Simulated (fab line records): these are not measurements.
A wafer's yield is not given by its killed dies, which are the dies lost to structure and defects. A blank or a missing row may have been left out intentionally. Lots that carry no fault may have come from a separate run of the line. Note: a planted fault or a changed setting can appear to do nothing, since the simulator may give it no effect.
Which of the tools did it? | flow sky130 | 11 lots, 32 wafers sampled, at 6 steps of a route of 708

WHAT THE GAUGES SHOWED, per wafer
SKY_POLY_GATE_THK_MEAS_01. Usual: for POLY_GATE_CVD_00_THK the level is 179.5 nm and the standard deviation is 1.6.
lot  | measured     | on           | POLY_GATE_CVD_00_THK (nm) | flag
L435 | day 15 00:14 | filmMetro-04 | 179.2 178.1 176.4         | 
L438 | day 15 00:14 | filmMetro-03 | 179.7 179.6 179.9         | 
L439 | day 15 09:14 | filmMetro-02 | 179.7 179.8 181.2         | 
L440 | day 15 18:44 | filmMetro-04 | 158.2 157.5 157.1         | OFF
L441 | day 16 01:55 | filmMetro-02 | 153.0 153.7 151.9         | OFF
L442 | day 16 11:27 | filmMetro-04 | 159.4 158.3 158.0         | OFF
L451 | day 19 14:49 | filmMetro-03 | 179.6 180.6 179.1         | 
L452 | day 21 17:34 | filmMetro-02 | 177.8 176.3 176.1         | 
L453 | day 21 17:34 | filmMetro-03 | 181.8 179.8               | 
L454 | day 21 17:34 | filmMetro-04 | 180.8 180.3 180.9         | 
L457 | day 21 17:37 | filmMetro-04 | 178.2 178.5 176.8         | 

SKY_POLY_GATE_CD_MEAS_13: the cd target is 150 nm. Usual: cdNm at 150.0 nm, with a standard deviation of 1.3.
lot  | measured     | on       | cdNm (nm)         | flag
L435 | day 17 11:34 | cdSem-02 | 149.5 151.4 149.3 | 
L438 | day 17 11:56 | cdSem-02 | 147.5 146.7 148.5 | 
L439 | day 17 20:50 | cdSem-01 | 148.6 148.8 147.4 | 
L440 | day 18 07:07 | cdSem-01 | 148.1 148.5 149.4 | 
L441 | day 18 14:49 | cdSem-01 | 151.0 151.3 151.5 | 
L442 | day 19 01:32 | cdSem-02 | 151.6 149.9 150.7 | 
L451 | day 22 06:28 | cdSem-01 | 150.8 150.2 151.0 | 
L452 | day 24 09:04 | cdSem-02 | 149.6 148.4 149.7 | 
L453 | day 24 09:26 | cdSem-02 | 148.9 149.9       | 
L454 | day 24 07:24 | cdSem-01 | 152.1 151.6 151.4 | 
L457 | day 24 09:46 | cdSem-02 | 149.7 148.6 149.5 | 

SKY_POLY_CUT_OVL_MEAS_09. Usual: for POLY_CUT_OVL the level is 0 nm and the standard deviation is 5.5.
lot  | measured     | on         | POLY_CUT_OVL (nm) | flag
L435 | day 25 09:09 | overlay-01 | 0 5 0             | 
L438 | day 25 10:09 | overlay-02 | 5 3 -1            | 
L439 | day 25 19:08 | overlay-01 | -3 0 -6           | 
L440 | day 26 04:47 | overlay-02 | 1 3 -6            | 
L441 | day 26 11:43 | overlay-01 | -1 8 -2           | 
L442 | day 26 20:57 | overlay-01 | 6 11 6            | 
L451 | day 29 20:09 | overlay-02 | 4 3 -2            | 
L452 | day 31 19:17 | overlay-01 | -7 6 0            | 
L453 | day 31 20:51 | overlay-02 | -8 -7             | 
L454 | day 31 17:54 | overlay-01 | 3 -2 2            | 
L457 | day 31 21:41 | overlay-01 | -6 5 -9           | 

TOOL THAT RAN EACH LOT (tool first, then ch and the chambers of the sampled wafers, then the start)
lot  | SKY_POLY_GATE_CVD_00        | SKY_RES_PROTECT_STRIP_07            | SKY_POLY_GATE_ETCH_17
L435 | lpcvd-01 ch 1, day 14 23:01 | plasmaAsher-04 ch 0,1, day 16 03:03 | rieSi-01 ch 0,1,2, day 17 11:53
L438 | lpcvd-01 ch 1, day 14 23:01 | plasmaAsher-02 ch 0,1, day 16 03:23 | rieSi-02 ch 0,2,3, day 17 12:14
L439 | lpcvd-01 ch 0, day 15 07:26 | plasmaAsher-04 ch 0,1, day 16 12:54 | rieSi-01 ch 1,2,3, day 17 21:10
L440 | lpcvd-01 ch 1, day 15 17:32 | plasmaAsher-04 ch 0,1, day 17 00:06 | rieSi-02 ch 0,2, day 18 07:27
L441 | lpcvd-01 ch 1, day 16 00:41 | plasmaAsher-02 ch 0,1, day 17 07:01 | rieSi-02 ch 1,2,3, day 18 15:07
L442 | lpcvd-01 ch 1, day 16 10:15 | plasmaAsher-03 ch 0,1, day 17 17:26 | rieSi-01 ch 2,3, day 19 01:52
L451 | lpcvd-01 ch 0, day 19 13:37 | plasmaAsher-04 ch 0,1, day 20 21:40 | rieSi-02 ch 1,3, day 22 06:48
L452 | lpcvd-01 ch 0, day 21 15:46 | plasmaAsher-04 ch 0,1, day 23 00:36 | rieSi-01 ch 0,1,2, day 24 09:24
L453 | lpcvd-01 ch 0, day 21 15:46 | plasmaAsher-02 ch 0,1, day 23 00:54 | rieSi-02 ch 0,2, day 24 09:45
L454 | lpcvd-01 ch 1, day 21 15:46 | plasmaAsher-02 ch 0,1, day 23 00:18 | rieSi-01 ch 0,3, day 24 07:44
L457 | lpcvd-01 ch 1, day 21 15:46 | plasmaAsher-02 ch 0,1, day 23 01:12 | rieSi-02 ch 0,2, day 24 10:06
- SKY_POLY_GATE_CVD_00: deposits poly-Si, target thk 180 nm, time 720 s.
- SKY_RES_PROTECT_STRIP_07: strips in O2/N2.
- SKY_POLY_GATE_ETCH_17: etches poly-Si in HBr/Cl2, stops on SiO2, target depth 180 nm, time 70.5 s.

AS READ BY THE TOOLS THEMSELVES (means over the sampled wafers that have a number; for cases with no such wafer, the mark the record gives instead)
SKY_POLY_GATE_CVD_00. Usual: spikeTcBottomC 638.8 C, standard deviation 1.5; spikeTcCentreC 621.9 C, standard deviation 1.1; spikeTcLowerC 621.1 C, standard deviation 1.2; spikeTcUpperC 620.3 C, standard deviation 1.4; susceptorTempC 620.00 C, standard deviation 0.29.
lot  | tool     | spikeTcBottomC (C) | spikeTcCentreC (C) | spikeTcLowerC (C) | spikeTcUpperC (C) | susceptorTempC (C) | flag
L435 | lpcvd-01 | 639.4              | 622.3              | 619.7             | 621.0             | 619.91             | 
L438 | lpcvd-01 | 639.2              | 622.6              | 621.2             | 621.8             | 620.03             | 
L439 | lpcvd-01 | 637.7              | 621.9              | 620.9             | 619.6             | 620.13             | 
L440 | lpcvd-01 | 633.3              | 616.6              | 615.5             | 615.0             | 614.01             | OFF
L441 | lpcvd-01 | 634.2              | 616.1              | 615.6             | 615.8             | 614.14             | OFF
L442 | lpcvd-01 | 633.8              | 617.7              | 614.6             | 615.8             | 614.37             | OFF
L451 | lpcvd-01 | 637.2              | 621.4              | 622.3             | 619.5             | 619.83             | 
L452 | lpcvd-01 | 638.3              | 620.8              | 621.7             | 619.8             | 620.02             | 
L453 | lpcvd-01 | 637.5              | 620.2              | 622.2             | 618.8             | 620.11             | 
L454 | lpcvd-01 | 640.0              | 622.3              | 620.8             | 620.9             | 619.81             | 
L457 | lpcvd-01 | 639.8              | 622.6              | 621.0             | 622.0             | 620.09             | 

SKY_RES_PROTECT_STRIP_07. Usual: drypumpMotorCurrentA 5.6 A, standard deviation 0.46; oesProductAu 0.518 a.u., standard deviation 0.0046; stripTimeToEndpointS 23.32 s, standard deviation 0.044.
lot  | tool           | drypumpMotorCurrentA (A) | oesProductAu (a.u.) | stripTimeToEndpointS (s) | flag
L435 | plasmaAsher-04 | 6.0                      | 0.519               | 23.27                    | 
L438 | plasmaAsher-02 | 5.1                      | 0.513               | 23.38                    | 
L439 | plasmaAsher-04 | 5.9                      | 0.520               | 23.34                    | 
L440 | plasmaAsher-04 | 6.0                      | 0.521               | 23.26                    | 
L441 | plasmaAsher-02 | 5.4                      | 0.517               | 23.32                    | 
L442 | plasmaAsher-03 | 5.8                      | 0.516               | 23.26                    | 
L451 | plasmaAsher-04 | 5.9                      | 0.517               | 23.30                    | 
L452 | plasmaAsher-04 | 6.0                      | 0.519               | 23.22                    | 
L453 | plasmaAsher-02 | 5.2                      | 0.522               | 23.31                    | 
L454 | plasmaAsher-02 | 5.3                      | 0.518               | 23.33                    | 
L457 | plasmaAsher-02 | 5.1                      | 0.514               | 23.29                    | 

SKY_POLY_GATE_ETCH_17. Usual: drypumpMotorCurrentA 5.8 A, standard deviation 0.34; mfcCl2Sccm 50.00 sccm, standard deviation 0.14; oesProductAu 0.984 a.u., standard deviation 0.0089; throttleValvePct 33.684 %, standard deviation 0.01.
lot  | tool     | drypumpMotorCurrentA (A) | mfcCl2Sccm (sccm) | oesProductAu (a.u.) | throttleValvePct (%) | flag
L435 | rieSi-01 | 5.7                      | 50.02             | 0.987               | 33.689               | 
L438 | rieSi-02 | 5.9                      | 49.83             | 0.979               | 33.691               | 
L439 | rieSi-01 | 6.0                      | 49.92             | 0.985               | 33.684               | 
L440 | rieSi-02 | 6.1                      | 50.18             | 0.905               | 33.678               | OFF
L441 | rieSi-02 | 5.6                      | 49.94             | 0.886               | 33.687               | OFF
L442 | rieSi-01 | 6.0                      | 50.10             | 0.909               | 33.688               | OFF
L451 | rieSi-02 | 5.4                      | 49.92             | 0.989               | 33.689               | 
L452 | rieSi-01 | 5.7                      | 50.08             | 0.976               | 33.677               | 
L453 | rieSi-02 | 6.0                      | 49.98             | 0.982               | 33.686               | 
L454 | rieSi-01 | 5.8                      | 49.99             | 0.992               | 33.684               | 
L457 | rieSi-02 | 6.1                      | 49.99             | 0.978               | 33.681               | 

THE ANSWER, worked out from the rows above alone
Rule: a lot counts as off when the mean over its wafers that have a number is more than 3 standard deviations away from the usual mean. A lot without any number at a reading at which 4 lots or more have one is off too. All remaining lots with rows at the step are treated as sound. Order of review: gauges by route order, followed by the tools' own readings, for which a lot's mean as printed above is used. At the first step where some lot is off, the reading lying furthest off is the one used; lots without a number count as furthest.
Off: at SKY_POLY_GATE_THK_MEAS_01 (POLY_GATE_CVD_00_THK), L440, L441, L442.
A tool fits if, at a process step before that reading, it ran every lot that is off, and no sound lot after the first of them. The gauges at SKY_POLY_GATE_THK_MEAS_01 aren't tried: what is off there is off at SKY_POLY_GATE_CVD_00 too, on other tools, and a gauge's error can't cause that. Of those tried, none fits.

WHAT WAS PUT IN BY THE SIMULATOR
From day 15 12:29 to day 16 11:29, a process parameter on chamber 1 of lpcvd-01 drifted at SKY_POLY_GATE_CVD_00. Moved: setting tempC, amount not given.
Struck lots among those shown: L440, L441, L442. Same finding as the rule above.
